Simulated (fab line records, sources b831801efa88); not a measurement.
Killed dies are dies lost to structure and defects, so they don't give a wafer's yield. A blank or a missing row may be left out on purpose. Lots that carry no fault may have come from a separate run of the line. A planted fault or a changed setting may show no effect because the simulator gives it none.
fab line records :: flow sfq_line :: part 2 of 2: steps 28 to 38 of 38
[record]
  lots = 5
  wafers = 15
  last_day = 88
route steps=325 shown I2@113 M3@118 I3@133 M4@148
lots with no fault: from the same line, run without faults
start_h: hours from the record's first day to the start of the lot's first wafer shown :: wait_h: time in hours since the lot's previous step :: " repeats the value in the row above :: L1.1+2: several wafers, shown together as one row :: - value missing, or start not given :: * or withheld: withheld :: < > ~ a bound
route shown NAME@n: a module of which the file shows steps, and the number in the route of the first :: usual: the fault-free wafers' mean and standard deviation :: same: alike in all rows :: chamber/n: place in a boat :: sites: readings site by site :: _std_site: standard deviation of those values :: _edge_site: the outer-site mean with the inner-site mean subtracted :: radius_mm: how far each site lies from the wafer's centre :: mask NAME#n: copy n :: behind: tool/chamber where the wafer was last shaped :: hold: why the lot went on hold/how many hours it stayed there/how the hold came to an end :: device: transistor that didn't switch, given as n, p or np :: end of line: the tests these same wafers got at the end of their route :: step lacking rows: just its recipe :: killed: count of dies lost to structure and defects at first sort (not the wafer's yield) :: map: a wafer's dies, marking killed ones x, the rest . and places with no die _
set.NAME: the run value of the setting; set.NAME@STEP: its run value at that earlier step :: model.NAME: the simulator's own value behind a step, which no gauge read
lots at some steps of the route; a table a step, a row a wafer
services: a tool's chamber out of use, with start hour (start_h, from the record's first day; less than 0 if before it), hours out, and reason
[[steps]]
[step SFQ_TRILAYER_I3_VIA_LITHO_PEB_088]
[recipe]
  peb_temp_c = 115
  peb_time_s = 60
  resist = KrF
lot.wafer: L077.2+3+4
tool: litho_track-02
chamber: 0
start_h: 729.00
wait_h: 0.8

lot.wafer: L084.2+3+6
tool: litho_track-03
chamber: 0
start_h: 950.48
wait_h: 0.8

lot.wafer: L087.3+5+6
tool: litho_track-03
chamber: 0
start_h: 973.12
wait_h: 0.7

lot.wafer: L091.2+3+6
tool: litho_track-04
chamber: 0
start_h: 1016.91
wait_h: 0.8

lot.wafer: L096.2+5+6
tool: litho_track-03
chamber: 0
start_h: 1062.63
wait_h: 0.8
[step SFQ_TRILAYER_I3_VIA_LITHO_DEVELOP_087]
[recipe]
  time_s = 60
  resist = KrF
lot.wafer: L077.2+3+4
tool: litho_track-02
chamber: 0
start_h: 729.15
wait_h: 0.1

lot.wafer: L084.2+3+6
tool: litho_track-03
chamber: 0
start_h: 950.63
wait_h: 0.1

lot.wafer: L087.3+5+6
tool: litho_track-03
chamber: 0
start_h: 973.27
wait_h: 0.1

lot.wafer: L091.2+3+6
tool: litho_track-04
chamber: 0
start_h: 1017.06
wait_h: 0.1

lot.wafer: L096.2+5+6
tool: litho_track-03
chamber: 0
start_h: 1062.78
wait_h: 0.1
[step SFQ_I3_OVL_MEAS_923]
[usual]
  I3_OVL = -4/5.9
lot.wafer: L077.2
tool: overlay-02
chamber: -
start_h: 729.28
wait_h: 0.1
I3_OVL[nm]: -10

lot.wafer: L077.3
tool: overlay-02
chamber: -
start_h: 729.28
wait_h: 0.1
I3_OVL[nm]: -4

lot.wafer: L077.4
tool: overlay-02
chamber: -
start_h: 729.28
wait_h: 0.1
I3_OVL[nm]: -1

lot.wafer: L084.2
tool: overlay-01
chamber: -
start_h: 950.76
wait_h: 0.1
I3_OVL[nm]: -1

lot.wafer: L084.3
tool: overlay-01
chamber: -
start_h: 950.76
wait_h: 0.1
I3_OVL[nm]: -3

lot.wafer: L084.6
tool: overlay-01
chamber: -
start_h: 950.76
wait_h: 0.1
I3_OVL[nm]: -2

lot.wafer: L087.3
tool: overlay-02
chamber: -
start_h: 973.38
wait_h: 0.1
I3_OVL[nm]: -16

lot.wafer: L087.5
tool: overlay-02
chamber: -
start_h: 973.38
wait_h: 0.1
I3_OVL[nm]: -18

lot.wafer: L087.6
tool: overlay-02
chamber: -
start_h: 973.38
wait_h: 0.1
I3_OVL[nm]: -9

lot.wafer: L091.2
tool: overlay-02
chamber: -
start_h: 1017.19
wait_h: 0.1
I3_OVL[nm]: -9

lot.wafer: L091.3
tool: overlay-02
chamber: -
start_h: 1017.19
wait_h: 0.1
I3_OVL[nm]: -13

lot.wafer: L091.6
tool: overlay-02
chamber: -
start_h: 1017.19
wait_h: 0.1
I3_OVL[nm]: -9

lot.wafer: L096.2
tool: overlay-01
chamber: -
start_h: 1062.92
wait_h: 0.1
I3_OVL[nm]: -10

lot.wafer: L096.5
tool: overlay-01
chamber: -
start_h: 1062.92
wait_h: 0.1
I3_OVL[nm]: -1

lot.wafer: L096.6
tool: overlay-01
chamber: -
start_h: 1062.92
wait_h: 0.1
I3_OVL[nm]: -8
[step SFQ_TRILAYER_I3_VIA_BARC_OPEN_VIA_ETCH_121]
[recipe]
  mask_material = PR
  chemistry = O2
  target_depth_nm = 125
  target = BARC
  source_w = 500
  bias_w = 80
  pressure_mtorr = 30
  time_s = 41.7
[usual]
  drypump_motor_current_A = 5.9/0.53
  oes_product_au = 0.685/0.0052
lot.wafer: L077.2
tool: rie_diel-04
chamber: 2
start_h: 729.31
wait_h: 0.0
drypump_motor_current_A: 6.4
oes_product_au: 0.689
rf_hours_counter_h: 24

lot.wafer: L077.3
tool: rie_diel-04
chamber: 1
start_h: 729.31
wait_h: 0.0
drypump_motor_current_A: 5.2
oes_product_au: 0.697
rf_hours_counter_h: 6

lot.wafer: L077.4
tool: rie_diel-04
chamber: 3
start_h: 729.31
wait_h: 0.0
drypump_motor_current_A: 6.7
oes_product_au: 0.686
rf_hours_counter_h: 1

lot.wafer: L084.2
tool: rie_diel-04
chamber: 0
start_h: 950.79
wait_h: 0.0
drypump_motor_current_A: 6.3
oes_product_au: 0.700
rf_hours_counter_h: 3

lot.wafer: L084.3
tool: rie_diel-04
chamber: 1
start_h: 950.79
wait_h: 0.0
drypump_motor_current_A: 5.2
oes_product_au: 0.687
rf_hours_counter_h: 9

lot.wafer: L084.6
tool: rie_diel-04
chamber: 0
start_h: 950.79
wait_h: 0.0
drypump_motor_current_A: 6.3
oes_product_au: 0.691
rf_hours_counter_h: -

lot.wafer: L087.3
tool: rie_diel-04
chamber: 3
start_h: 973.41
wait_h: 0.0
drypump_motor_current_A: 6.7
oes_product_au: 0.691
rf_hours_counter_h: 5

lot.wafer: L087.5
tool: rie_diel-04
chamber: 2
start_h: 973.41
wait_h: 0.0
drypump_motor_current_A: 6.4
oes_product_au: 0.674
rf_hours_counter_h: -

lot.wafer: L087.6
tool: rie_diel-04
chamber: 3
start_h: 973.41
wait_h: 0.0
drypump_motor_current_A: 6.7
oes_product_au: 0.683
rf_hours_counter_h: -

lot.wafer: L091.2
tool: rie_diel-02
chamber: 0
start_h: 1017.22
wait_h: 0.0
drypump_motor_current_A: 6.1
oes_product_au: 0.687
rf_hours_counter_h: 19

lot.wafer: L091.3
tool: rie_diel-02
chamber: 2
start_h: 1017.22
wait_h: 0.0
drypump_motor_current_A: 6.0
oes_product_au: 0.686
rf_hours_counter_h: 2

lot.wafer: L091.6
tool: rie_diel-02
chamber: 2
start_h: 1017.22
wait_h: 0.0
drypump_motor_current_A: 6.1
oes_product_au: 0.671
rf_hours_counter_h: -

lot.wafer: L096.2
tool: rie_diel-01
chamber: 2
start_h: 1062.95
wait_h: 0.0
drypump_motor_current_A: 5.7
oes_product_au: 0.679
rf_hours_counter_h: 12

lot.wafer: L096.5
tool: rie_diel-01
chamber: 0
start_h: 1062.95
wait_h: 0.0
drypump_motor_current_A: 6.0
oes_product_au: 0.680
rf_hours_counter_h: -

lot.wafer: L096.6
tool: rie_diel-01
chamber: 3
start_h: 1062.95
wait_h: 0.0
drypump_motor_current_A: 5.8
oes_product_au: 0.683
rf_hours_counter_h: -
[step SFQ_TRILAYER_I3_VIA_ETCH_VIA_ETCH_088]
[recipe]
  target = SiO2
  stop_on = Nb
  mask_material = PR
  taper_deg = 20
  chemistry = CHF3
  target_depth_nm = 260
  source_w = 500
  bias_w = 80
  pressure_mtorr = 30
  time_s = withheld
[usual]
  drypump_motor_current_A = 5.9/0.53
  oes_product_au = 0.854/0.0053
lot.wafer: L077.2
tool: rie_diel-04
chamber: 2
start_h: 729.35
wait_h: 0.0
drypump_motor_current_A: 6.5
oes_product_au: 0.859

lot.wafer: L077.3
tool: rie_diel-04
chamber: 1
start_h: 729.35
wait_h: 0.0
drypump_motor_current_A: 5.2
oes_product_au: 0.853

lot.wafer: L077.4
tool: rie_diel-04
chamber: 3
start_h: 729.35
wait_h: 0.0
drypump_motor_current_A: 6.7
oes_product_au: 0.856

lot.wafer: L084.2
tool: rie_diel-04
chamber: 0
start_h: 950.83
wait_h: 0.0
drypump_motor_current_A: 6.3
oes_product_au: 0.848

lot.wafer: L084.3
tool: rie_diel-04
chamber: 1
start_h: 950.83
wait_h: 0.0
drypump_motor_current_A: 5.2
oes_product_au: 0.855

lot.wafer: L084.6
tool: rie_diel-04
chamber: 0
start_h: 950.83
wait_h: 0.0
drypump_motor_current_A: 6.3
oes_product_au: 0.857

lot.wafer: L087.3
tool: rie_diel-04
chamber: 3
start_h: 973.45
wait_h: 0.0
drypump_motor_current_A: 6.7
oes_product_au: 0.857

lot.wafer: L087.5
tool: rie_diel-04
chamber: 2
start_h: 973.45
wait_h: 0.0
drypump_motor_current_A: 6.5
oes_product_au: 0.858

lot.wafer: L087.6
tool: rie_diel-04
chamber: 3
start_h: 973.45
wait_h: 0.0
drypump_motor_current_A: 6.7
oes_product_au: 0.860

lot.wafer: L091.2
tool: rie_diel-02
chamber: 0
start_h: 1017.26
wait_h: 0.0
drypump_motor_current_A: 6.1
oes_product_au: 0.863

lot.wafer: L091.3
tool: rie_diel-02
chamber: 2
start_h: 1017.26
wait_h: 0.0
drypump_motor_current_A: 6.0
oes_product_au: 0.841

lot.wafer: L091.6
tool: rie_diel-02
chamber: 2
start_h: 1017.26
wait_h: 0.0
drypump_motor_current_A: 6.0
oes_product_au: 0.852

lot.wafer: L096.2
tool: rie_diel-01
chamber: 2
start_h: 1062.99
wait_h: 0.0
drypump_motor_current_A: 5.7
oes_product_au: 0.856

lot.wafer: L096.5
tool: rie_diel-01
chamber: 0
start_h: 1062.99
wait_h: 0.0
drypump_motor_current_A: 6.0
oes_product_au: 0.847

lot.wafer: L096.6
tool: rie_diel-01
chamber: 3
start_h: 1062.99
wait_h: 0.0
drypump_motor_current_A: 5.8
oes_product_au: 0.843
[step SFQ_TRILAYER_I3_VIA_STRIP_STRIP_089]
[recipe]
  gas = O2
  power_w = 200
  platen_temp_c = 40
  overash_fraction = 0.65
  chemistry = O2
  pressure_mtorr = 50
[usual]
  drypump_motor_current_A = 5.50/0.26
  oes_product_au = 1.001/0.011
[same]
  overash_fraction = 0.65
lot.wafer: L077.2
tool: rie_metal-02
chamber: 1
start_h: 729.47
wait_h: -
drypump_motor_current_A: 5.82
oes_product_au: 0.994
rf_hours_counter_h: 150

lot.wafer: L077.3
tool: rie_metal-02
chamber: 0
start_h: 729.47
wait_h: -
drypump_motor_current_A: 5.21
oes_product_au: 1.002
rf_hours_counter_h: -

lot.wafer: L077.4
tool: rie_metal-02
chamber: 1
start_h: 729.47
wait_h: -
drypump_motor_current_A: 5.82
oes_product_au: 0.988
rf_hours_counter_h: -

lot.wafer: L084.2
tool: rie_metal-03
chamber: 0
start_h: 950.94
wait_h: -
drypump_motor_current_A: 5.16
oes_product_au: 1.014
rf_hours_counter_h: 59

lot.wafer: L084.3
tool: rie_metal-03
chamber: 1
start_h: 950.94
wait_h: -
drypump_motor_current_A: 5.80
oes_product_au: 1.000
rf_hours_counter_h: -

lot.wafer: L084.6
tool: rie_metal-03
chamber: 0
start_h: 950.94
wait_h: -
drypump_motor_current_A: 5.13
oes_product_au: 1.009
rf_hours_counter_h: -

lot.wafer: L087.3
tool: rie_metal-02
chamber: 0
start_h: 973.76
wait_h: -
drypump_motor_current_A: 5.21
oes_product_au: 0.997
rf_hours_counter_h: -

lot.wafer: L087.5
tool: rie_metal-02
chamber: 0
start_h: 973.76
wait_h: -
drypump_motor_current_A: 5.20
oes_product_au: 1.002
rf_hours_counter_h: -

lot.wafer: L087.6
tool: rie_metal-02
chamber: 1
start_h: 973.76
wait_h: -
drypump_motor_current_A: 5.83
oes_product_au: 0.993
rf_hours_counter_h: -

lot.wafer: L091.2
tool: rie_metal-01
chamber: 1
start_h: 1017.37
wait_h: -
drypump_motor_current_A: 5.57
oes_product_au: 0.993
rf_hours_counter_h: 21

lot.wafer: L091.3
tool: rie_metal-01
chamber: 0
start_h: 1017.37
wait_h: -
drypump_motor_current_A: 5.43
oes_product_au: 0.988
rf_hours_counter_h: -

lot.wafer: L091.6
tool: rie_metal-01
chamber: 1
start_h: 1017.37
wait_h: -
drypump_motor_current_A: 5.62
oes_product_au: 0.993
rf_hours_counter_h: -

lot.wafer: L096.2
tool: rie_metal-03
chamber: 0
start_h: 1063.10
wait_h: -
drypump_motor_current_A: 5.17
oes_product_au: 1.004
rf_hours_counter_h: 75

lot.wafer: L096.5
tool: rie_metal-03
chamber: 1
start_h: 1063.10
wait_h: -
drypump_motor_current_A: 5.80
oes_product_au: 1.001
rf_hours_counter_h: -

lot.wafer: L096.6
tool: rie_metal-03
chamber: 0
start_h: 1063.10
wait_h: -
drypump_motor_current_A: 5.14
oes_product_au: 1.011
rf_hours_counter_h: -
[step SFQ_TRILAYER_I3_VIA_STRIP_SOLV_CLEAN_090]
[recipe]
  chemistry = NMP
  temp_c = 70
  time_s = 600
[usual]
  temp_c = 69.99/0.13
lot.wafer: L077.2
tool: wet_bench-03
chamber: 0
start_h: 730.07
wait_h: 0.4
temp_c: 69.89

lot.wafer: L077.3
tool: wet_bench-03
chamber: 2
start_h: 730.07
wait_h: 0.4
temp_c: 69.83

lot.wafer: L077.4
tool: wet_bench-03
chamber: 7
start_h: 730.07
wait_h: 0.4
temp_c: 69.99

lot.wafer: L084.2
tool: wet_bench-03
chamber: 4
start_h: 951.54
wait_h: 0.4
temp_c: 70.39

lot.wafer: L084.3
tool: wet_bench-03
chamber: 3
start_h: 951.54
wait_h: 0.4
temp_c: 70.19

lot.wafer: L084.6
tool: wet_bench-03
chamber: 0
start_h: 951.54
wait_h: 0.4
temp_c: 69.83

lot.wafer: L087.3
tool: wet_bench-04
chamber: 7
start_h: 974.16
wait_h: 0.2
temp_c: 70.00

lot.wafer: L087.5
tool: wet_bench-04
chamber: 2
start_h: 974.16
wait_h: 0.2
temp_c: 70.03

lot.wafer: L087.6
tool: wet_bench-04
chamber: 0
start_h: 974.16
wait_h: 0.2
temp_c: 69.89

lot.wafer: L091.2
tool: wet_bench-03
chamber: 2
start_h: 1017.97
wait_h: 0.4
temp_c: 69.99

lot.wafer: L091.3
tool: wet_bench-03
chamber: 0
start_h: 1017.97
wait_h: 0.4
temp_c: 69.88

lot.wafer: L091.6
tool: wet_bench-03
chamber: 1
start_h: 1017.97
wait_h: 0.4
temp_c: 70.08

lot.wafer: L096.2
tool: wet_bench-01
chamber: 0
start_h: 1063.70
wait_h: 0.4
temp_c: 70.06

lot.wafer: L096.5
tool: wet_bench-01
chamber: 4
start_h: 1063.70
wait_h: 0.4
temp_c: 70.10

lot.wafer: L096.6
tool: wet_bench-01
chamber: 3
start_h: 1063.70
wait_h: 0.4
temp_c: 70.17
[step SFQ_TRILAYER_M4_DEP_PRE_CLEAN_092]
[recipe]
  gas = Ar
  time_s = 22.5
  bias_v = 250
lot.wafer: L077.2+3+4
tool: pvd_sputter-06
chamber: -
start_h: 730.24
wait_h: 0.0

lot.wafer: L084.2+3+6
tool: pvd_sputter-05
chamber: -
start_h: 951.71
wait_h: 0.0

lot.wafer: L087.3+5+6
tool: pvd_sputter-04
chamber: -
start_h: 974.35
wait_h: 0.0

lot.wafer: L091.2+3+6
tool: pvd_sputter-04
chamber: -
start_h: 1018.15
wait_h: 0.0

lot.wafer: L096.2+5+6
tool: pvd_sputter-04
chamber: -
start_h: 1063.87
wait_h: 0.0
[step SFQ_TRILAYER_M4_DEP_SPUTTER_091]
[recipe]
  material = Nb
  base_pressure_pa = 1.33e-06
  chamber_pressure_pa = 0.1333
  substrate_temp_c = 20
  resputter_cathode_voltage_v = 400
  target_thk_nm = 200
  power_w = 2000
  time_s = 133.3
[usual]
  throttle_valve_pct = 29.0/0.9
lot.wafer: L077.2
tool: pvd_sputter-06
chamber: -
start_h: 730.27
wait_h: 0.0
throttle_valve_pct: 29.6

lot.wafer: L077.3
tool: pvd_sputter-06
chamber: -
start_h: 730.27
wait_h: 0.0
throttle_valve_pct: 29.7

lot.wafer: L077.4
tool: pvd_sputter-06
chamber: -
start_h: 730.27
wait_h: 0.0
throttle_valve_pct: 28.5

lot.wafer: L084.2
tool: pvd_sputter-05
chamber: -
start_h: 951.74
wait_h: 0.0
throttle_valve_pct: 29.8

lot.wafer: L084.3
tool: pvd_sputter-05
chamber: -
start_h: 951.74
wait_h: 0.0
throttle_valve_pct: 28.0

lot.wafer: L084.6
tool: pvd_sputter-05
chamber: -
start_h: 951.74
wait_h: 0.0
throttle_valve_pct: 30.1

lot.wafer: L087.3
tool: pvd_sputter-04
chamber: -
start_h: 974.38
wait_h: 0.0
throttle_valve_pct: 27.4

lot.wafer: L087.5
tool: pvd_sputter-04
chamber: -
start_h: 974.38
wait_h: 0.0
throttle_valve_pct: 28.6

lot.wafer: L087.6
tool: pvd_sputter-04
chamber: -
start_h: 974.38
wait_h: 0.0
throttle_valve_pct: 28.9

lot.wafer: L091.2
tool: pvd_sputter-04
chamber: -
start_h: 1018.18
wait_h: 0.0
throttle_valve_pct: 27.4

lot.wafer: L091.3
tool: pvd_sputter-04
chamber: -
start_h: 1018.18
wait_h: 0.0
throttle_valve_pct: 28.6

lot.wafer: L091.6
tool: pvd_sputter-04
chamber: -
start_h: 1018.18
wait_h: 0.0
throttle_valve_pct: 27.7

lot.wafer: L096.2
tool: pvd_sputter-04
chamber: -
start_h: 1063.90
wait_h: 0.0
throttle_valve_pct: 29.3

lot.wafer: L096.5
tool: pvd_sputter-04
chamber: -
start_h: 1063.90
wait_h: 0.0
throttle_valve_pct: 27.5

lot.wafer: L096.6
tool: pvd_sputter-04
chamber: -
start_h: 1063.90
wait_h: 0.0
throttle_valve_pct: 30.2
[step SFQ_M4_RS_MEAS_924]
[recipe]
  thk_meas_gauge = four-point-probe
  reads = Nb_of_TRILAYER_M4_DEP_SPUTTER_091
[usual]
  M4_NB_RS = 0.888/0.0087
lot.wafer: L077.2
tool: film_metro-04
chamber: -
start_h: 730.38
wait_h: 0.1
M4_NB_RS[ohm/sq]: 0.903

lot.wafer: L077.3
tool: film_metro-04
chamber: -
start_h: 730.38
wait_h: 0.1
M4_NB_RS[ohm/sq]: 0.892

lot.wafer: L077.4
tool: film_metro-04
chamber: -
start_h: 730.38
wait_h: 0.1
M4_NB_RS[ohm/sq]: 0.897

lot.wafer: L084.2
tool: film_metro-01
chamber: -
start_h: 951.85
wait_h: 0.1
M4_NB_RS[ohm/sq]: 0.877

lot.wafer: L084.3
tool: film_metro-01
chamber: -
start_h: 951.85
wait_h: 0.1
M4_NB_RS[ohm/sq]: 0.880

lot.wafer: L084.6
tool: film_metro-01
chamber: -
start_h: 951.85
wait_h: 0.1
M4_NB_RS[ohm/sq]: 0.871

lot.wafer: L087.3
tool: film_metro-04
chamber: -
start_h: 974.51
wait_h: 0.1
M4_NB_RS[ohm/sq]: 0.882

lot.wafer: L087.5
tool: film_metro-04
chamber: -
start_h: 974.51
wait_h: 0.1
M4_NB_RS[ohm/sq]: 0.878

lot.wafer: L087.6
tool: film_metro-04
chamber: -
start_h: 974.51
wait_h: 0.1
M4_NB_RS[ohm/sq]: 0.884

lot.wafer: L091.2
tool: film_metro-03
chamber: -
start_h: 1018.29
wait_h: 0.1
M4_NB_RS[ohm/sq]: 0.890

lot.wafer: L091.3
tool: film_metro-03
chamber: -
start_h: 1018.29
wait_h: 0.1
M4_NB_RS[ohm/sq]: 0.895

lot.wafer: L091.6
tool: film_metro-03
chamber: -
start_h: 1018.29
wait_h: 0.1
M4_NB_RS[ohm/sq]: 0.892

lot.wafer: L096.2
tool: film_metro-01
chamber: -
start_h: 1064.01
wait_h: 0.1
M4_NB_RS[ohm/sq]: 0.897

lot.wafer: L096.5
tool: film_metro-01
chamber: -
start_h: 1064.01
wait_h: 0.1
M4_NB_RS[ohm/sq]: 0.890

lot.wafer: L096.6
tool: film_metro-01
chamber: -
start_h: 1064.01
wait_h: 0.1
M4_NB_RS[ohm/sq]: 0.899
[step SFQ_TRILAYER_M4_LITHO_COAT_098]
[recipe]
  resist = BARC
  spin_rpm = 3000
  resist_thk_nm = 62
lot.wafer: L077.2+3+4
tool: litho_track-04
chamber: 0
start_h: 730.59
wait_h: 0.1

lot.wafer: L084.2+3+6
tool: litho_track-01
chamber: 0
start_h: 952.06
wait_h: 0.1

lot.wafer: L087.3+5+6
tool: litho_track-02
chamber: 0
start_h: 974.75
wait_h: 0.1

lot.wafer: L091.2+3+6
tool: litho_track-04
chamber: 0
start_h: 1018.50
wait_h: 0.1

lot.wafer: L096.2+5+6
tool: litho_track-04
chamber: 0
start_h: 1064.22
wait_h: 0.1
[[services]]
tool: rie_diel-04
chamber: 1
start_h: 572.48
hours: 7.2
kind: repair

tool: rie_metal-04
chamber: 1
start_h: 580.87
hours: 3.0
kind: repair

tool: rie_diel-04
chamber: 0
start_h: 629.94
hours: 2.8
kind: repair

tool: rie_diel-04
chamber: -
start_h: 660.24
hours: 2.8
kind: pm

tool: rie_diel-04
chamber: 1
start_h: 676.77
hours: 6.1
kind: repair

tool: pvd_sputter-04
chamber: -
start_h: 686.70
hours: 1.3
kind: repair

tool: rie_metal-04
chamber: 1
start_h: 696.67
hours: 2.3
kind: repair

tool: rie_diel-04
chamber: 2
start_h: 716.45
hours: 2.7
kind: repair

tool: pvd_sputter-04
chamber: -
start_h: 751.97
hours: 6.2
kind: repair

tool: rie_diel-04
chamber: 0
start_h: 766.05
hours: 8.3
kind: repair

tool: pvd_sputter-04
chamber: -
start_h: 783.02
hours: 21.9
kind: repair

tool: rie_diel-04
chamber: -
start_h: 812.17
hours: 1.0
kind: repair

tool: rie_diel-04
chamber: 2
start_h: 813.09
hours: 16.0
kind: repair

tool: rie_metal-04
chamber: 1
start_h: 814.30
hours: 2.7
kind: repair

tool: rie_diel-04
chamber: -
start_h: 831.80
hours: 1.1
kind: repair

tool: rie_diel-04
chamber: -
start_h: 859.38
hours: 28.1
kind: pm

tool: rie_diel-04
chamber: -
start_h: 897.45
hours: 0.4
kind: repair

tool: pvd_sputter-04
chamber: -
start_h: 898.26
hours: 2.9
kind: repair

tool: rie_diel-04
chamber: 1
start_h: 900.31
hours: 5.4
kind: repair

tool: rie_metal-04
chamber: 0
start_h: 905.50
hours: 7.5
kind: repair

tool: pvd_sputter-04
chamber: -
start_h: 923.53
hours: 3.6
kind: repair

tool: pvd_sputter-04
chamber: -
start_h: 1002.12
hours: 15.3
kind: repair

tool: rie_metal-04
chamber: -
start_h: 1026.90
hours: 0.3
kind: repair

tool: pvd_sputter-04
chamber: -
start_h: 1050.06
hours: 3.5
kind: repair
